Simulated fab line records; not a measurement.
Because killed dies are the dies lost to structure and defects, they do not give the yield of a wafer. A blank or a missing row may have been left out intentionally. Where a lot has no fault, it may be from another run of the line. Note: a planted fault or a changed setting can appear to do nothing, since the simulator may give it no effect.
fab line records + flow sfq_line
[record]
- lots = 14
- wafers = 42
- last_day = 91
route steps=325 shown L0V@24 I2@114 M3@131 I3@135
lots that met no fault: from a run of the same line without faults
start_h: hours from the record's first day to the start of the lot's first wafer shown + wait_h: hours from the lot's prior step to this one + " repeats the value in the row above + L1.1+2: several wafers, shown together as one row + - value missing, or start not given + * or withheld: withheld + < > ~ a bound
route shown NAME@n: names a module that has steps shown in the file, with the first one's number in the route + usual: mean/standard deviation taken from wafers without a fault + same: alike in all rows + chamber/n: place in a boat + sites: the reading at each site + _std_site: the standard deviation of these + _edge_site: mean of outer sites minus mean of inner sites + radius_mm: for every site, how far away it sits from the centre of the wafer + mask NAME#n: copy n + behind: tool/chamber where the wafer was last shaped + hold: why the lot was held/for how many hours/how that ended + device: the transistor (n, p or np) that didn't switch + end of line: tests run on the same wafers once the route is complete + a step without rows: its recipe alone + killed: not the wafer's yield, but the dies lost to structure and defects at the first sort + map: a wafer's dies, marking killed ones x, the rest . and places with no die _
set.NAME: the setting as run; set.NAME@STEP: as run at that earlier step + model.NAME: the simulator's own value behind a step, which no gauge read
one table for each step of the route and one row for each wafer, over a sample of lots
services: when a tool's chamber went out of use (start_h, in hours from the record's first day, below 0 if earlier), for how many hours, and the reason
[[steps]]
[step SFQ_TRILAYER_L0_VIA_BARC_OPEN_VIA_ETCH_021]
[recipe]
- mask_material = PR
- chemistry = O2
- target_depth_nm = 125
- target = BARC
- source_w = 500
- bias_w = 80
- pressure_mtorr = 30
- time_s = 41.7
[usual]
- chamber_pressure_mTorr = 30.002/0.024
- drypump_motor_current_A = 5.6/0.44
- oes_product_au = 0.685/0.005
- rf_fwd_power_W = 494.5/2.1
| lot.wafer | tool        | chamber | start_h | wait_h | chamber_pressure_mTorr | drypump_motor_current_A | oes_product_au | rf_fwd_power_W | rf_hours_counter_h |
|-----------|-------------|---------|---------|--------|------------------------|-------------------------|----------------|----------------|--------------------|
| L692.3    | rie_diel-01 | 2       | 153.62  | 0.0    | 29.994                 | 6.3                     | 0.683          | 494.8          | 96                 |
| L692.4    | "           | 3       | "       | "      | 30.026                 | 5.9                     | 0.684          | 497.0          | 5                  |
| L692.6    | "           | 0       | "       | "      | 29.986                 | 5.4                     | 0.686          | 493.9          | -                  |
| L693.2    | rie_diel-04 | 1       | 157.53  | 0.0    | 29.988                 | 5.9                     | 0.675          | 496.1          | 116                |
| L693.3    | "           | 0       | "       | "      | 29.981                 | 5.0                     | 0.683          | 492.2          | 119                |
| L693.5    | "           | 3       | "       | "      | 29.973                 | 5.7                     | 0.687          | 493.5          | -                  |
| L694.1    | rie_diel-01 | 0       | 161.13  | 0.0    | 30.003                 | 5.4                     | 0.689          | 493.6          | 5                  |
| L694.3    | "           | 2       | "       | "      | 29.981                 | 6.2                     | 0.688          | 495.0          | 96                 |
| L694.4    | "           | 1       | "       | "      | 29.995                 | 5.8                     | 0.694          | 495.3          | 5                  |
| L695.2    | rie_diel-02 | 3       | 164.73  | 0.0    | 29.952                 | 5.5                     | 0.684          | 494.9          | 50                 |
| L695.5    | "           | 0       | "       | "      | 29.961                 | 5.1                     | 0.687          | 494.5          | -                  |
| L695.6    | "           | 3       | "       | "      | 30.042                 | 5.4                     | 0.674          | 494.6          | -                  |
| L696.1    | rie_diel-04 | 1       | 165.93  | 0.0    | 29.986                 | 6.0                     | 0.674          | 492.3          | 116                |
| L696.2    | "           | 2       | "       | "      | 30.016                 | 5.0                     | 0.685          | 494.6          | 39                 |
| L696.4    | "           | 3       | "       | "      | 29.980                 | 5.7                     | 0.692          | 496.0          | 90                 |
| L697.1    | rie_diel-01 | 1       | 168.33  | 0.0    | 30.029                 | 5.8                     | 0.678          | 495.5          | 5                  |
| L697.3    | "           | 0       | "       | "      | 30.003                 | 5.4                     | 0.688          | 493.7          | 5                  |
| L697.4    | "           | 3       | "       | "      | 30.055                 | 5.9                     | 0.689          | 496.2          | 5                  |
| L698.2    | rie_diel-02 | 0       | 170.73  | 0.0    | 30.027                 | 5.1                     | 0.687          | 495.1          | 56                 |
| L698.4    | "           | 2       | "       | "      | 29.974                 | 6.1                     | 0.685          | 495.5          | 86                 |
| L698.5    | "           | 1       | "       | "      | 30.029                 | 6.0                     | 0.686          | 492.8          | -                  |
| L699.4    | rie_diel-04 | 1       | 173.13  | 0.0    | 30.022                 | 6.0                     | 0.687          | 494.8          | 116                |
| L699.5    | "           | 0       | "       | "      | 29.995                 | 5.0                     | 0.688          | 493.2          | -                  |
| L699.6    | "           | 1       | "       | "      | 30.035                 | 6.0                     | 0.690          | 493.8          | -                  |
| L700.3    | rie_diel-04 | 0       | 212.63  | 0.0    | 30.024                 | 5.0                     | 0.680          | 491.8          | 120                |
| L700.4    | "           | 3       | "       | "      | 29.960                 | 5.7                     | 0.684          | 494.3          | 90                 |
| L700.6    | "           | 3       | "       | "      | 30.005                 | 5.7                     | 0.682          | 490.3          | -                  |
| L701.2    | rie_diel-02 | 0       | 222.23  | 0.0    | 29.962                 | 5.1                     | 0.684          | 495.6          | 57                 |
| L701.3    | "           | 3       | "       | "      | 30.047                 | 5.5                     | 0.687          | 495.0          | 51                 |
| L701.6    | "           | 2       | "       | "      | 30.018                 | 6.1                     | 0.681          | 497.3          | -                  |
| L702.1    | rie_diel-04 | 3       | 235.43  | 0.0    | 29.994                 | 5.7                     | 0.688          | 493.9          | 90                 |
| L702.4    | "           | 0       | "       | "      | 30.011                 | 5.0                     | 0.687          | 491.1          | 120                |
| L702.5    | "           | 2       | "       | "      | 30.005                 | 5.0                     | 0.675          | 493.7          | -                  |
| L703.2    | rie_diel-04 | 1       | 243.83  | 0.0    | 29.975                 | 6.0                     | 0.687          | 490.8          | 117                |
| L703.5    | "           | 0       | "       | "      | 30.007                 | 5.0                     | 0.687          | 492.1          | -                  |
| L703.6    | "           | 3       | "       | "      | 29.998                 | 5.7                     | 0.691          | 495.7          | -                  |
| L712.1    | rie_diel-01 | 3       | 305.12  | 0.0    | 29.994                 | 5.8                     | 0.679          | 493.9          | 6                  |
| L712.5    | "           | 2       | "       | "      | 29.989                 | 6.3                     | 0.677          | 492.0          | -                  |
| L712.6    | "           | 3       | "       | "      | 29.966                 | 5.8                     | 0.677          | 496.1          | -                  |
| L714.1    | rie_diel-04 | 2       | 321.84  | 0.0    | 30.009                 | 5.0                     | 0.693          | 492.8          | 40                 |
| L714.2    | "           | 0       | "       | "      | 29.980                 | 5.0                     | 0.675          | 494.5          | 121                |
| L714.3    | "           | 1       | "       | "      | 30.023                 | 6.0                     | 0.691          | 491.0          | 118                |
[step SFQ_TRILAYER_I2_VIA_BARC_OPEN_VIA_ETCH_096]
[recipe]
- mask_material = PR
- chemistry = O2
- target_depth_nm = 125
- target = BARC
- source_w = 500
- bias_w = 80
- pressure_mtorr = 30
- time_s = 41.7
[usual]
- chamber_pressure_mTorr = 30.000/0.027
- drypump_motor_current_A = 5.7/0.36
- oes_product_au = 0.685/0.0044
- rf_fwd_power_W = 493.9/2.1
| lot.wafer | tool        | chamber | start_h | wait_h | chamber_pressure_mTorr | drypump_motor_current_A | oes_product_au | rf_fwd_power_W | rf_hours_counter_h |
|-----------|-------------|---------|---------|--------|------------------------|-------------------------|----------------|----------------|--------------------|
| L692.3    | rie_diel-03 | 2       | 733.71  | 0.0    | 30.005                 | 5.7                     | 0.688          | 493.6          | 12                 |
| L692.4    | "           | 3       | "       | "      | 29.982                 | 6.0                     | 0.683          | 493.2          | -                  |
| L692.6    | "           | 0       | "       | "      | 29.981                 | 5.2                     | 0.684          | 493.0          | -                  |
| L693.2    | rie_diel-03 | 3       | 738.51  | 0.0    | 30.016                 | 6.0                     | 0.685          | 495.4          | 12                 |
| L693.3    | "           | 0       | "       | "      | 30.013                 | 5.2                     | 0.678          | 492.2          | 21                 |
| L693.5    | "           | 0       | "       | "      | 30.026                 | 5.2                     | 0.687          | 491.5          | -                  |
| L694.1    | rie_diel-03 | 3       | 744.51  | 0.0    | 29.983                 | 6.0                     | 0.692          | 489.8          | 12                 |
| L694.3    | "           | 0       | "       | "      | 29.973                 | 5.2                     | 0.686          | 491.3          | 22                 |
| L694.4    | "           | 2       | "       | "      | 29.995                 | 5.7                     | 0.685          | 494.7          | -                  |
| L695.2    | rie_diel-03 | 2       | 750.51  | 0.0    | 29.996                 | 5.7                     | 0.688          | 495.2          | 12                 |
| L695.5    | "           | 3       | "       | "      | 30.016                 | 6.0                     | 0.683          | 491.1          | -                  |
| L695.6    | "           | 2       | "       | "      | 30.034                 | 5.7                     | 0.683          | 494.1          | -                  |
| L696.1    | rie_diel-04 | 0       | 756.51  | 0.0    | 29.976                 | 5.0                     | 0.682          | 491.3          | 5                  |
| L696.2    | "           | 1       | "       | "      | 30.026                 | 6.0                     | 0.685          | 493.1          | 4                  |
| L696.4    | "           | 2       | "       | "      | 29.992                 | 5.0                     | 0.688          | 494.7          | 46                 |
| L697.1    | rie_diel-03 | 3       | 757.71  | 0.0    | 29.959                 | 6.0                     | 0.682          | 493.3          | 13                 |
| L697.3    | "           | 2       | "       | "      | 29.987                 | 5.7                     | 0.679          | 495.8          | 12                 |
| L697.4    | "           | 3       | "       | "      | 29.996                 | 6.0                     | 0.685          | 492.7          | -                  |
| L698.2    | rie_diel-01 | 1       | 760.11  | 0.0    | 29.974                 | 5.8                     | 0.693          | 496.0          | 12                 |
| L698.4    | "           | 2       | "       | "      | 30.036                 | 6.3                     | 0.686          | 493.1          | 3                  |
| L698.5    | "           | 2       | "       | "      | 29.971                 | 6.3                     | 0.686          | 493.7          | -                  |
| L699.4    | rie_diel-03 | 3       | 767.01  | 0.0    | 29.986                 | 6.0                     | 0.680          | 495.7          | -                  |
| L699.5    | "           | 0       | "       | "      | 29.969                 | 5.2                     | 0.681          | 491.5          | -                  |
| L699.6    | "           | 2       | "       | "      | 29.985                 | 5.7                     | 0.682          | 494.3          | -                  |
| L700.3    | rie_diel-01 | 2       | 800.59  | 0.0    | 30.000                 | 6.2                     | 0.680          | 491.5          | 3                  |
| L700.4    | "           | 1       | "       | "      | 30.029                 | 5.8                     | 0.689          | 496.3          | 13                 |
| L700.6    | "           | 3       | "       | "      | 30.050                 | 5.8                     | 0.687          | 493.5          | -                  |
| L701.2    | rie_diel-01 | 3       | 840.19  | 0.0    | 29.994                 | 5.9                     | 0.681          | 495.2          | 14                 |
| L701.3    | "           | 0       | "       | "      | 29.992                 | 5.4                     | 0.683          | 493.5          | 13                 |
| L701.6    | "           | 0       | "       | "      | 30.036                 | 5.4                     | 0.689          | 492.4          | -                  |
| L702.1    | rie_diel-03 | 3       | 845.99  | 0.0    | 29.975                 | 6.0                     | 0.690          | 494.2          | 14                 |
| L702.4    | "           | 0       | "       | "      | 30.001                 | 5.1                     | 0.691          | 490.7          | 24                 |
| L702.5    | "           | 1       | "       | "      | 29.985                 | 5.9                     | 0.678          | 495.1          | -                  |
| L703.2    | rie_diel-01 | 2       | 870.24  | 0.0    | 29.975                 | 6.2                     | 0.686          | 494.0          | 4                  |
| L703.5    | "           | 0       | "       | "      | 29.988                 | 5.4                     | 0.678          | 493.6          | -                  |
| L703.6    | "           | 1       | "       | "      | 30.011                 | 5.8                     | 0.684          | 496.0          | -                  |
| L712.1    | rie_diel-01 | 1       | 1096.52 | 0.0    | 30.019                 | 5.8                     | 0.686          | 498.3          | 18                 |
| L712.5    | "           | 2       | "       | "      | 24.013                 | 6.3                     | 0.693          | 494.7          | -                  |
| L712.6    | "           | 3       | "       | "      | 30.061                 | 5.9                     | 0.684          | 495.2          | -                  |
| L714.1    | rie_diel-01 | 2       | 1107.45 | 0.0    | 23.997                 | 6.2                     | 0.683          | 494.0          | 8                  |
| L714.2    | "           | 1       | "       | "      | 30.000                 | 5.7                     | 0.694          | 496.4          | 18                 |
| L714.3    | "           | 0       | "       | "      | 29.993                 | 5.4                     | 0.684          | 495.9          | 18                 |
[step SFQ_TRILAYER_M3_STRIP_STRIP_079]
[recipe]
- gas = O2
- power_w = 200
- platen_temp_c = 40
- overash_fraction = 0.65
- chemistry = O2
- pressure_mtorr = 50
[usual]
- drypump_motor_current_A = 5.8/0.39
- oes_product_au = 1.000/0.0085
| lot.wafer | tool         | chamber | start_h | wait_h | drypump_motor_current_A | oes_product_au | rf_hours_counter_h |
|-----------|--------------|---------|---------|--------|-------------------------|----------------|--------------------|
| L692.3    | rie_metal-04 | 1       | 889.58  | 0.2    | 5.8                     | 0.999          | -                  |
| L692.4    | "            | 0       | "       | "      | 5.1                     | 0.996          | -                  |
| L692.6    | "            | 1       | "       | "      | 5.8                     | 0.998          | -                  |
| L693.2    | rie_metal-02 | 0       | 896.58  | 0.1    | 6.3                     | 0.995          | 59                 |
| L693.3    | "            | 1       | "       | "      | 5.4                     | 1.001          | -                  |
| L693.5    | "            | 1       | "       | "      | 5.4                     | 0.996          | -                  |
| L694.1    | rie_metal-04 | 0       | 902.58  | 0.1    | 5.1                     | 1.008          | 30                 |
| L694.3    | "            | 0       | "       | "      | 5.1                     | 1.008          | -                  |
| L694.4    | "            | 1       | "       | "      | 5.9                     | 0.993          | -                  |
| L695.2    | rie_metal-03 | 0       | 909.78  | 0.1    | 6.1                     | 0.994          | 6                  |
| L695.5    | "            | 0       | "       | "      | 6.1                     | 1.006          | -                  |
| L695.6    | "            | 1       | "       | "      | 6.0                     | 0.997          | -                  |
| L696.1    | rie_metal-03 | 1       | 913.38  | 0.1    | 6.0                     | 1.004          | 91                 |
| L696.2    | "            | 0       | "       | "      | 6.1                     | 1.010          | 6                  |
| L696.4    | "            | 0       | "       | "      | 6.1                     | 1.015          | -                  |
| L697.1    | rie_metal-03 | 0       | 915.78  | 0.1    | 6.1                     | 1.008          | 7                  |
| L697.3    | "            | 0       | "       | "      | 6.1                     | 1.007          | -                  |
| L697.4    | "            | 1       | "       | "      | 6.0                     | 1.004          | -                  |
| L698.2    | rie_metal-04 | 1       | 918.18  | 0.1    | 5.8                     | 1.003          | 88                 |
| L698.4    | "            | 0       | "       | "      | 5.1                     | 1.005          | -                  |
| L698.5    | "            | 1       | "       | "      | 5.8                     | 1.005          | -                  |
| L699.4    | rie_metal-02 | 1       | 924.38  | 0.2    | 5.4                     | 0.996          | -                  |
| L699.5    | "            | 0       | "       | "      | 6.3                     | 0.983          | -                  |
| L699.6    | "            | 1       | "       | "      | 5.4                     | 0.996          | -                  |
| L700.3    | rie_metal-03 | 0       | 955.57  | 0.2    | 6.1                     | 0.999          | -                  |
| L700.4    | "            | 1       | "       | "      | 6.0                     | 1.005          | -                  |
| L700.6    | "            | 1       | "       | "      | 6.0                     | 0.994          | -                  |
| L701.2    | rie_metal-03 | 0       | 990.17  | 0.1    | 6.1                     | 1.006          | 18                 |
| L701.3    | "            | 1       | "       | "      | 6.0                     | 1.004          | -                  |
| L701.6    | "            | 1       | "       | "      | 6.0                     | 1.003          | -                  |
| L702.1    | rie_metal-04 | 1       | 993.77  | 0.1    | 5.8                     | 1.006          | 99                 |
| L702.4    | "            | 0       | "       | "      | 5.1                     | 0.997          | -                  |
| L702.5    | "            | 0       | "       | "      | 5.1                     | 1.011          | -                  |
| L703.2    | rie_metal-03 | 0       | 1013.39 | 0.4    | 6.1                     | 1.008          | -                  |
| L703.5    | "            | 0       | "       | "      | 6.1                     | 1.000          | -                  |
| L703.6    | "            | 0       | "       | "      | 6.1                     | 1.009          | -                  |
| L712.1    | rie_metal-03 | 0       | 1100.24 | 0.1    | 6.1                     | 1.001          | 38                 |
| L712.5    | "            | 1       | "       | "      | 6.0                     | 1.007          | -                  |
| L712.6    | "            | 0       | "       | "      | 6.1                     | 1.009          | -                  |
| L714.1    | rie_metal-03 | 0       | 1239.85 | 0.1    | 6.1                     | 1.013          | 61                 |
| L714.2    | "            | 1       | "       | "      | 6.0                     | 0.988          | 4                  |
| L714.3    | "            | 0       | "       | "      | 6.1                     | 1.003          | -                  |
[step SFQ_I3_BOW_MEAS_922]
[recipe]
- mode = bow
[usual]
- I3_BOW = 3/9.2
| lot.wafer | tool          | chamber | start_h | wait_h | I3_BOW[um] |
|-----------|---------------|---------|---------|--------|------------|
| L692.3    | film_metro-02 | -       | 905.68  | 1.0    | 6          |
| L692.4    | "             | -       | "       | "      | 21         |
| L692.6    | "             | -       | "       | "      | 12         |
| L693.2    | film_metro-02 | -       | 914.70  | 1.5    | -6         |
| L693.3    | "             | -       | "       | "      | -16        |
| L693.5    | "             | -       | "       | "      | -3         |
| L694.1    | film_metro-04 | -       | 923.64  | 1.5    | -1         |
| L694.3    | "             | -       | "       | "      | 22         |
| L694.4    | "             | -       | "       | "      | 2          |
| L695.2    | film_metro-04 | -       | 932.66  | 1.5    | -3         |
| L695.5    | "             | -       | "       | "      | 9          |
| L695.6    | "             | -       | "       | "      | 6          |
| L696.1    | film_metro-02 | -       | 938.20  | 1.0    | 4          |
| L696.2    | "             | -       | "       | "      | 4          |
| L696.4    | "             | -       | "       | "      | 7          |
| L697.1    | film_metro-02 | -       | 941.64  | 2.0    | 7          |
| L697.3    | "             | -       | "       | "      | 5          |
| L697.4    | "             | -       | "       | "      | -4         |
| L698.2    | film_metro-04 | -       | 944.22  | 2.5    | 3          |
| L698.4    | "             | -       | "       | "      | 14         |
| L698.5    | "             | -       | "       | "      | 9          |
| L699.4    | film_metro-02 | -       | 953.70  | 2.6    | 0          |
| L699.5    | "             | -       | "       | "      | 1          |
| L699.6    | "             | -       | "       | "      | -7         |
| L700.3    | film_metro-02 | -       | 978.93  | 1.5    | 0          |
| L700.4    | "             | -       | "       | "      | 10         |
| L700.6    | "             | -       | "       | "      | 18         |
| L701.2    | film_metro-04 | -       | 1008.78 | 2.5    | -4         |
| L701.3    | "             | -       | "       | "      | -12        |
| L701.6    | "             | -       | "       | "      | -17        |
| L702.1    | film_metro-02 | -       | 1011.76 | 1.5    | 6          |
| L702.4    | "             | -       | "       | "      | 0          |
| L702.5    | "             | -       | "       | "      | 4          |
| L703.2    | film_metro-01 | -       | 1023.91 | 1.0    | 4          |
| L703.5    | "             | -       | "       | "      | -1         |
| L703.6    | "             | -       | "       | "      | -1         |
| L712.1    | film_metro-02 | -       | 1104.09 | 1.5    | -6         |
| L712.5    | "             | -       | "       | "      | 10         |
| L712.6    | "             | -       | "       | "      | 15         |
| L714.1    | film_metro-04 | -       | 1250.30 | 1.5    | -3         |
| L714.2    | "             | -       | "       | "      | -1         |
| L714.3    | "             | -       | "       | "      | -4         |
[[services]]
| tool         | chamber | start_h | hours | kind   |
|--------------|---------|---------|-------|--------|
| rie_diel-01  | -       | 135.33  | 2.6   | repair |
| rie_diel-01  | 1       | 165.33  | 1.3   | repair |
| rie_metal-03 | -       | 169.01  | 2.8   | pm     |
| rie_diel-01  | 1       | 217.17  | 9.7   | repair |
| rie_diel-04  | 0       | 230.65  | 2.6   | repair |
| rie_diel-01  | -       | 243.26  | 0.8   | repair |
| rie_diel-01  | 2       | 247.19  | 17.8  | repair |
| rie_diel-04  | -       | 269.70  | 14.6  | pm     |
| rie_diel-04  | 3       | 297.24  | 2.6   | repair |
| rie_metal-03 | -       | 330.30  | 10.0  | pm     |
| rie_diel-04  | 1       | 331.41  | 7.9   | repair |
| rie_diel-04  | 0       | 367.14  | 17.2  | repair |
| rie_diel-04  | 2       | 378.28  | 2.0   | repair |
| rie_diel-01  | 1       | 408.68  | 6.1   | repair |
| rie_diel-04  | -       | 443.33  | 4.0   | pm     |
| rie_diel-04  | 1       | 453.96  | 2.6   | repair |
| rie_diel-01  | 0       | 499.88  | 5.6   | repair |
| rie_diel-04  | 1       | 506.70  | 4.3   | repair |
| rie_metal-03 | -       | 521.13  | 4.4   | repair |
| rie_diel-01  | -       | 526.95  | 2.8   | pm     |
| rie_diel-01  | 3       | 682.70  | 6.9   | repair |
| rie_diel-01  | 2       | 690.43  | 1.3   | repair |
| rie_diel-01  | -       | 699.33  | 14.6  | pm     |
| rie_diel-01  | 2       | 893.54  | 3.5   | repair |
[[key]]
[first_sign]
- step = SFQ_TRILAYER_I2_VIA_BARC_OPEN_VIA_ETCH_096
- reading = chamber_pressure_mTorr
- direction = down
- sigmas = 99+
- usual = 30.000
- struck = 24.005
effect none on later readings
met_at SFQ_TRILAYER_I2_VIA_BARC_OPEN_VIA_ETCH_096
struck_lots L712,L714
struck_wafers L712.5,L714.1
not_acting_at SFQ_TRILAYER_L0_VIA_BARC_OPEN_VIA_ETCH_021,SFQ_TRILAYER_M3_STRIP_STRIP_079,SFQ_I3_BOW_MEAS_922
onset_between 870.24 1096.52
[fault]
- kind = process_parameter_drift
- tool = rie_diel-01
- chamber = 2
- onset_h = 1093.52
- steps = SFQ_TRILAYER_I2_VIA_BARC_OPEN_VIA_ETCH_096
- channel = pressure_mtorr
- offset = -6
- shape = step
- end_h = 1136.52
- acts_in = these_recipes_only
- stated = 30
